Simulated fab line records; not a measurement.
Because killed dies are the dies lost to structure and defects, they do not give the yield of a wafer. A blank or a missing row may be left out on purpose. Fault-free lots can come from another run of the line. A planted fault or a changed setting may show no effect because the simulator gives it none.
fab line records -- flow gf180mcu
[record] lots = 15, wafers = 45, last_day = 34
route steps=602 shown STI@1 MVPSD@86 DUAL_GATE@152
lots that met no fault: taken from a fault-free run of the same line
start_h: hours from the record's first day to the start of the lot's first wafer shown -- wait_h: hours from the lot's prior step to this one -- " as in the row above -- L1.1+2: one row covering several wafers at once -- - no value, or no start given -- * or withheld: withheld -- < > ~ a bound
route shown NAME@n: names a module that has steps shown in the file, with the first one's number in the route -- usual: mean and standard deviation over wafers with no fault -- same: alike in all rows -- chamber/n: place in a boat -- sites: per-site readings -- _std_site: their standard deviation -- _edge_site: mean of outer sites minus mean of inner sites -- radius_mm: for every site, how far away it sits from the centre of the wafer -- mask NAME#n: copy n -- behind: the last tool/chamber to shape the wafer -- hold: why the lot was held/for how many hours/how that ended -- device: which transistor (n, p or np) failed to switch -- end of line: at the end of the route, the tests of the same wafers -- for a step that has no rows: nothing shown but its recipe -- killed: the dies lost at the first sort to structure and to defects; this is not the yield of the wafer -- map: shows each die of a wafer: x if killed, . if not, _ if none is there
set.NAME: the run value of the setting; set.NAME@STEP: its run value at that earlier step -- model.NAME: the simulator's own value behind a step, which no gauge read
a sample of lots followed through the steps of the route, with each step as a table and each wafer as a row
services: from which hour (start_h, from the record's first day; less than 0 if before it) a tool's chamber was out of use, for how many hours, and why
[[steps]]
[step GF_STI_BOW_MEAS_00]
[recipe] mode = bow
[usual] INCOMING_BOW = 0/6.6
lot.wafer,tool,chamber,start_h,wait_h,INCOMING_BOW[um]
L702.1,film_metro-04,-,10.00,-,-4
L702.3,film_metro-04,-,10.00,-,2
L702.6,film_metro-04,-,10.00,-,-13
L703.2,film_metro-01,-,15.02,-,-7
L703.4,film_metro-01,-,15.02,-,-3
L703.6,film_metro-01,-,15.02,-,3
L704.3,film_metro-04,-,20.04,-,10
L704.4,film_metro-04,-,20.04,-,-4
L704.5,film_metro-04,-,20.04,-,4
L705.1,film_metro-04,-,25.00,-,-3
L705.4,film_metro-04,-,25.00,-,9
L705.6,film_metro-04,-,25.00,-,-12
L707.2,film_metro-01,-,35.02,-,2
L707.3,film_metro-01,-,35.02,-,7
L707.6,film_metro-01,-,35.02,-,-9
L708.1,film_metro-04,-,40.00,-,-9
L708.2,film_metro-04,-,40.00,-,1
L708.5,film_metro-04,-,40.00,-,-8
L709.1,film_metro-04,-,45.00,-,-6
L709.2,film_metro-04,-,45.00,-,-3
L709.5,film_metro-04,-,45.00,-,-1
L711.1,film_metro-01,-,55.00,-,1
L711.4,film_metro-01,-,55.00,-,-2
L711.5,film_metro-01,-,55.00,-,13
L712.1,film_metro-04,-,60.00,-,-7
L712.3,film_metro-04,-,60.00,-,0
L712.5,film_metro-04,-,60.00,-,-6
L718.2,film_metro-01,-,90.02,-,-9
L718.3,film_metro-01,-,90.02,-,4
L718.5,film_metro-01,-,90.02,-,7
L720.1,film_metro-04,-,100.00,-,-3
L720.3,film_metro-04,-,100.00,-,7
L720.5,film_metro-04,-,100.00,-,-1
L721.1,film_metro-04,-,105.00,-,-2
L721.2,film_metro-04,-,105.00,-,2
L721.5,film_metro-04,-,105.00,-,-10
L723.2,film_metro-01,-,115.02,-,-2
L723.3,film_metro-01,-,115.02,-,1
L723.4,film_metro-01,-,115.02,-,-4
L724.2,film_metro-04,-,120.02,-,-11
L724.3,film_metro-04,-,120.02,-,-4
L724.6,film_metro-04,-,120.02,-,-10
L725.4,film_metro-04,-,125.06,-,-7
L725.5,film_metro-04,-,125.06,-,-1
L725.6,film_metro-04,-,125.06,-,7
[step GF_STI_THK_MEAS_30]
[recipe] reads = SiO2_of_STI_OXIDATION_29
[usual] STI_OXIDATION_02_THK = 10.00/0.22
lot.wafer,tool,chamber,start_h,wait_h,STI_OXIDATION_02_THK[nm]
L702.1,film_metro-01,-,49.43,0.0,10.10
L702.3,film_metro-01,-,49.43,0.0,10.17
L702.6,film_metro-01,-,49.43,0.0,10.31
L703.2,film_metro-04,-,49.44,0.0,10.30
L703.4,film_metro-04,-,49.44,0.0,10.30
L703.6,film_metro-04,-,49.44,0.0,10.37
L705.1,film_metro-01,-,57.59,0.0,9.98
L705.4,film_metro-01,-,57.59,0.0,10.16
L705.6,film_metro-01,-,57.59,0.0,10.16
L704.3,film_metro-04,-,57.61,0.0,10.02
L704.4,film_metro-04,-,57.61,0.0,10.28
L704.5,film_metro-04,-,57.61,0.0,10.22
L708.1,film_metro-04,-,69.00,0.0,9.69
L708.2,film_metro-04,-,69.00,0.0,9.85
L708.5,film_metro-04,-,69.00,0.0,9.53
L707.2,film_metro-01,-,69.05,0.1,9.88
L707.3,film_metro-01,-,69.05,0.1,9.91
L707.6,film_metro-01,-,69.05,0.1,9.83
L709.1,film_metro-01,-,75.65,0.0,9.87
L709.2,film_metro-01,-,75.65,0.0,9.86
L709.5,film_metro-01,-,75.65,0.0,10.04
L711.1,film_metro-04,-,79.72,0.0,9.68
L711.4,film_metro-04,-,79.72,0.0,9.82
L711.5,film_metro-04,-,79.72,0.0,9.75
L712.1,film_metro-04,-,84.30,0.0,9.86
L712.3,film_metro-04,-,84.30,0.0,9.98
L712.5,film_metro-04,-,84.30,0.0,10.05
L718.2,film_metro-01,-,113.23,0.0,9.74
L718.3,film_metro-01,-,113.23,0.0,9.88
L718.5,film_metro-01,-,113.23,0.0,9.63
L720.1,film_metro-04,-,122.09,0.0,10.05
L720.3,film_metro-04,-,122.09,0.0,9.91
L720.5,film_metro-04,-,122.09,0.0,9.89
L721.1,film_metro-01,-,126.95,0.0,9.97
L721.2,film_metro-01,-,126.95,0.0,10.07
L721.5,film_metro-01,-,126.95,0.0,10.05
L723.2,film_metro-03,-,138.16,0.0,9.81
L723.3,film_metro-03,-,138.16,0.0,9.76
L723.4,film_metro-03,-,138.16,0.0,9.69
L724.2,film_metro-04,-,142.73,0.0,9.91
L724.3,film_metro-04,-,142.73,0.0,9.96
L724.6,film_metro-04,-,142.73,0.0,9.99
L725.4,film_metro-04,-,148.03,0.0,9.95
L725.5,film_metro-04,-,148.03,0.0,10.01
L725.6,film_metro-04,-,148.03,0.0,9.96
[step GF_MVPSD_IMPLANT_08]
[recipe] species = B, energy_kev = 170, dose_cm2 = 1.5e+13, tilt_deg = 0
[usual] beam_energy_keV = 170.00/0.054, beam_on_s = 10.01/0.19
lot.wafer,tool,chamber,start_h,wait_h,beam_energy_keV,beam_on_s
L702.1,implanter-01,0,113.93,0.0,169.91,9.93
L702.3,implanter-01,0,113.93,0.0,170.03,10.09
L702.6,implanter-01,0,113.93,0.0,169.94,9.88
L703.2,implanter-02,0,115.40,0.0,170.00,10.04
L703.4,implanter-02,0,115.40,0.0,169.92,10.16
L703.6,implanter-02,0,115.40,0.0,169.96,10.33
L704.3,implanter-04,0,125.18,0.1,170.09,10.00
L704.4,implanter-04,0,125.18,0.1,170.01,9.59
L704.5,implanter-04,0,125.18,0.1,170.11,10.15
L705.1,implanter-01,0,125.78,0.0,169.94,10.27
L705.4,implanter-01,0,125.78,0.0,169.99,9.98
L705.6,implanter-01,0,125.78,0.0,169.98,9.76
L708.1,implanter-01,0,138.53,0.0,169.96,10.37
L708.2,implanter-01,0,138.53,0.0,170.01,10.14
L708.5,implanter-01,0,138.53,0.0,169.98,10.01
L707.2,implanter-02,0,138.90,0.0,170.03,9.88
L707.3,implanter-02,0,138.90,0.0,170.04,10.16
L707.6,implanter-02,0,138.90,0.0,169.96,9.92
L709.1,implanter-04,-,150.03,0.0,-,-
L709.2,implanter-04,-,150.03,0.0,-,-
L709.5,implanter-04,-,150.03,0.0,-,-
L711.1,implanter-01,-,152.28,0.0,-,-
L711.4,implanter-01,-,152.28,0.0,-,-
L711.5,implanter-01,-,152.28,0.0,-,-
L712.1,implanter-04,-,158.73,0.0,-,-
L712.3,implanter-04,-,158.73,0.0,-,-
L712.5,implanter-04,-,158.73,0.0,-,-
L718.2,implanter-04,0,192.25,0.0,169.99,10.36
L718.3,implanter-04,0,192.25,0.0,170.02,9.87
L718.5,implanter-04,0,192.25,0.0,169.99,9.88
L720.1,implanter-04,0,200.88,0.0,170.04,9.86
L720.3,implanter-04,0,200.88,0.0,169.98,10.25
L720.5,implanter-04,0,200.88,0.0,170.06,10.24
L721.1,implanter-01,0,206.93,0.0,169.98,10.07
L721.2,implanter-01,0,206.93,0.0,169.95,10.13
L721.5,implanter-01,0,206.93,0.0,170.05,10.00
L723.2,implanter-01,0,219.85,0.0,170.06,10.14
L723.3,implanter-01,0,219.85,0.0,170.04,10.03
L723.4,implanter-01,0,219.85,0.0,169.99,10.15
L724.2,implanter-04,0,223.75,0.0,170.01,9.74
L724.3,implanter-04,0,223.75,0.0,170.10,9.91
L724.6,implanter-04,0,223.75,0.0,170.07,9.83
L725.4,implanter-04,0,229.00,0.1,169.93,9.67
L725.5,implanter-04,0,229.00,0.1,169.89,9.83
L725.6,implanter-04,0,229.00,0.1,169.97,9.95
[step GF_MVPSD_TW_MEAS_11]
[usual] MVPSD_TW = 554/4.4
lot.wafer,tool,chamber,start_h,wait_h,hold,MVPSD_TW
L702.1,film_metro-03,-,114.33,0.1,-,547
L702.3,film_metro-03,-,114.33,0.1,-,549
L702.6,film_metro-03,-,114.33,0.1,-,548
L703.2,film_metro-03,-,115.78,0.1,-,549
L703.4,film_metro-03,-,115.78,0.1,-,551
L703.6,film_metro-03,-,115.78,0.1,-,547
L704.3,film_metro-03,-,125.55,0.1,-,548
L704.4,film_metro-03,-,125.55,0.1,-,550
L704.5,film_metro-03,-,125.55,0.1,-,549
L705.1,film_metro-02,-,126.18,0.1,-,554
L705.4,film_metro-02,-,126.18,0.1,-,558
L705.6,film_metro-02,-,126.18,0.1,-,557
L708.1,film_metro-01,-,138.93,0.1,-,558
L708.2,film_metro-01,-,138.93,0.1,-,556
L708.5,film_metro-01,-,138.93,0.1,-,556
L707.2,film_metro-01,-,139.29,0.1,-,556
L707.3,film_metro-01,-,139.29,0.1,-,559
L707.6,film_metro-01,-,139.29,0.1,-,557
L709.1,film_metro-01,-,150.43,0.1,await_dispo/0.2h/release,322
L709.2,film_metro-01,-,150.43,0.1,await_dispo/0.2h/release,322
L709.5,film_metro-01,-,150.43,0.1,await_dispo/0.2h/release,324
L709.1,film_metro-01,-,150.65,0.2,-,322
L709.2,film_metro-01,-,150.65,0.2,-,323
L709.5,film_metro-01,-,150.65,0.2,-,324
L711.1,film_metro-02,-,152.68,0.1,await_dispo/0.2h/release,319
L711.4,film_metro-02,-,152.68,0.1,await_dispo/0.2h/release,321
L711.5,film_metro-02,-,152.68,0.1,await_dispo/0.2h/release,320
L711.1,film_metro-02,-,152.90,0.2,-,320
L711.4,film_metro-02,-,152.90,0.2,-,321
L711.5,film_metro-02,-,152.90,0.2,-,321
L712.1,film_metro-01,-,159.13,0.1,await_dispo/0.2h/release,322
L712.3,film_metro-01,-,159.13,0.1,await_dispo/0.2h/release,322
L712.5,film_metro-01,-,159.13,0.1,await_dispo/0.2h/release,323
L712.1,film_metro-01,-,159.46,0.3,-,322
L712.3,film_metro-01,-,159.46,0.3,-,321
L712.5,film_metro-01,-,159.46,0.3,-,324
L718.2,film_metro-01,-,192.64,0.1,-,556
L718.3,film_metro-01,-,192.64,0.1,-,558
L718.5,film_metro-01,-,192.64,0.1,-,556
L720.1,film_metro-02,-,201.28,0.1,-,554
L720.3,film_metro-02,-,201.28,0.1,-,556
L720.5,film_metro-02,-,201.28,0.1,-,560
L721.1,film_metro-02,-,207.33,0.1,-,558
L721.2,film_metro-02,-,207.33,0.1,-,557
L721.5,film_metro-02,-,207.33,0.1,-,561
L723.2,film_metro-02,-,220.24,0.1,-,560
L723.3,film_metro-02,-,220.24,0.1,-,556
L723.4,film_metro-02,-,220.24,0.1,-,556
L724.2,film_metro-02,-,224.14,0.1,-,558
L724.3,film_metro-02,-,224.14,0.1,-,559
L724.6,film_metro-02,-,224.14,0.1,-,557
L725.4,film_metro-03,-,229.36,0.1,-,548
L725.5,film_metro-03,-,229.36,0.1,-,550
L725.6,film_metro-03,-,229.36,0.1,-,552
[step GF_DUAL_GATE_OVL_MEAS_11]
[usual] DUAL_GATE_OVL = -0.8/1.3
lot.wafer,tool,chamber,start_h,wait_h,DUAL_GATE_OVL[nm]
L702.1,overlay-01,-,196.09,0.1,-2.4
L702.3,overlay-01,-,196.09,0.1,1.8
L702.6,overlay-01,-,196.09,0.1,0.4
L703.2,overlay-02,-,198.06,0.1,1.2
L703.4,overlay-02,-,198.06,0.1,3.5
L703.6,overlay-02,-,198.06,0.1,0.4
L704.3,overlay-01,-,206.70,0.1,-1.9
L704.4,overlay-01,-,206.70,0.1,-2.3
L704.5,overlay-01,-,206.70,0.1,0.2
L705.1,overlay-01,-,208.99,0.1,-1.5
L705.4,overlay-01,-,208.99,0.1,-1.1
L705.6,overlay-01,-,208.99,0.1,-3.3
L708.1,overlay-02,-,222.14,0.1,-0.2
L708.2,overlay-02,-,222.14,0.1,0.7
L708.5,overlay-02,-,222.14,0.1,-0.3
L707.2,overlay-02,-,222.30,0.1,-0.3
L707.3,overlay-02,-,222.30,0.1,0.2
L707.6,overlay-02,-,222.30,0.1,-0.4
L718.2,overlay-02,-,284.15,0.1,1.5
L718.3,overlay-02,-,284.15,0.1,-1.1
L718.5,overlay-02,-,284.15,0.1,0.2
L720.1,overlay-01,-,293.89,0.1,2.0
L720.3,overlay-01,-,293.89,0.1,-0.7
L720.5,overlay-01,-,293.89,0.1,-0.2
L721.1,overlay-02,-,304.39,0.1,-1.9
L721.2,overlay-02,-,304.39,0.1,-0.9
L721.5,overlay-02,-,304.39,0.1,-1.2
L723.2,overlay-02,-,319.75,0.1,-2.4
L723.3,overlay-02,-,319.75,0.1,-2.1
L723.4,overlay-02,-,319.75,0.1,-1.0
L724.2,overlay-01,-,322.30,0.1,-0.6
L724.3,overlay-01,-,322.30,0.1,0.4
L724.6,overlay-01,-,322.30,0.1,0.5
L725.4,overlay-02,-,328.77,0.1,-0.7
L725.5,overlay-02,-,328.77,0.1,-0.2
L725.6,overlay-02,-,328.77,0.1,-2.7
[[services]]
tool,chamber,start_h,hours,kind
implanter-04,-,107.81,4.4,pm
implanter-04,-,113.83,5.9,repair
implanter-02,-,146.67,3.9,repair
implanter-04,-,211.80,0.6,repair
implanter-01,-,225.21,5.6,pm
implanter-02,-,227.21,2.8,pm
[[key]]
[first_sign] step = GF_MVPSD_IMPLANT_08, reading = tool_record, direction = missing
[effect] step = GF_MVPSD_TW_MEAS_11, reading = visit, direction = added
[effect] step = GF_MVPSD_TW_MEAS_11, reading = MVPSD_TW, direction = down, sigmas = 53, usual = 554, struck = 322
met_at GF_MVPSD_IMPLANT_08
struck_lots L709,L711,L712
later_rows_left_out L709.1,L709.2,L709.5,L711.1,L711.4,L711.5,L712.1,L712.3,L712.5
sort_left_out L709.1,L709.2,L709.5,L711.1,L711.4,L711.5,L712.1,L712.3,L712.5
tester_left_out L709,L711,L712
not_acting_at GF_STI_BOW_MEAS_00,GF_STI_THK_MEAS_30,GF_DUAL_GATE_OVL_MEAS_11
onset_between 138.53 150.03
[fault] kind = skipped_step_whole, tool = implanter-01,implanter-04, chamber = -, onset_h = 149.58, steps = GF_MVPSD_IMPLANT_08, scope = struck_lots_only
// tester_left_out: of these lots the tester's yield and bins aren't shown, on N5 and GAA mostly nor the transistor test; their killed dies are dies lost to structure and defects alone, not to doping, threshold or leakage, so they don't give the yield
// sort_left_out: the simulated sort isn't trusted on such a fault, so these wafers' sort isn't shown, and their yield isn't known
// later_rows_left_out: the simulator's readings of these wafers behind a module that went badly wrong aren't trusted and aren't shown, but for the sort
